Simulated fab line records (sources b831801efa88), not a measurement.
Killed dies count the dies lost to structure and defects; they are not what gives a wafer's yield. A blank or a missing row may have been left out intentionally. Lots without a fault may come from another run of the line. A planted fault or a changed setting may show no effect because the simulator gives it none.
Matching of chambers / flow sky130 / SKY_CONTACT_ETCH_17 on rie diel-04: 4 sister chambers
The step etches SiO2 in C4F8/O2/Ar, stops on Si3N4, target depth 340 nm. 8 wafers are shown with their chamber, then 7 later ones without.

EACH WAFER AND ITS CHAMBER
wafer=L403.3; chamber=3; oes product au (a.u.)=0.890
wafer=L404.6; chamber=3; oes product au (a.u.)=0.885
wafer=L407.5; chamber=2; oes product au (a.u.)=0.886
wafer=L408.1; chamber=2; oes product au (a.u.)=0.894
wafer=L408.2; chamber=0; oes product au (a.u.)=0.889
wafer=L408.4; chamber=1; oes product au (a.u.)=0.888
wafer=L410.1; chamber=0; oes product au (a.u.)=0.887
wafer=L410.4; chamber=1; oes product au (a.u.)=0.891

WAFERS MISSING THEIR CHAMBER
wafer=L410.6; oes product au (a.u.)=0.891
wafer=L412.1; oes product au (a.u.)=0.893
wafer=L412.2; oes product au (a.u.)=0.889
wafer=L412.3; oes product au (a.u.)=0.890
wafer=L423.1; oes product au (a.u.)=0.884
wafer=L423.2; oes product au (a.u.)=0.887
wafer=L423.5; oes product au (a.u.)=0.896

THE CHAMBER EACH PASSED THROUGH
wafer=L410.6; from the rows above=can't be placed: 2 or 1 or 0 or 3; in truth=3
wafer=L412.1; from the rows above=can't be placed: 2 or 1 or 0 or 3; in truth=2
wafer=L412.2; from the rows above=can't be placed: 1 or 0 or 2 or 3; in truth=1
wafer=L412.3; from the rows above=can't be placed: 2 or 1 or 0 or 3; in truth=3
wafer=L423.1; from the rows above=can't be placed: 3 or 0 or 1 or 2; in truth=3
wafer=L423.2; from the rows above=can't be placed: 3 or 0 or 1 or 2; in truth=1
wafer=L423.5; from the rows above=can't be placed: 2 or 1 or 0 or 3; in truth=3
Placed correctly: 0 of 7. Unplaceable from these rows: 7, with the true chamber sitting among the candidates in 7. Wrongly placed: 0.
How it was worked out, from the rows above alone: a wafer's distance from a chamber is the root of the sum, over the readings, of the square of ((its reading less the chamber's mean) divided by the reading's scatter). If the next closest chamber is less than 2 further off than the closest, the wafer can't be placed; otherwise it belongs to the closest. A chamber's mean is the mean of its shown wafers. The scatter is the square root of a quotient: the sum, over the shown wafers, of each reading's squared deviation from its chamber's mean, divided by wafers minus chambers.
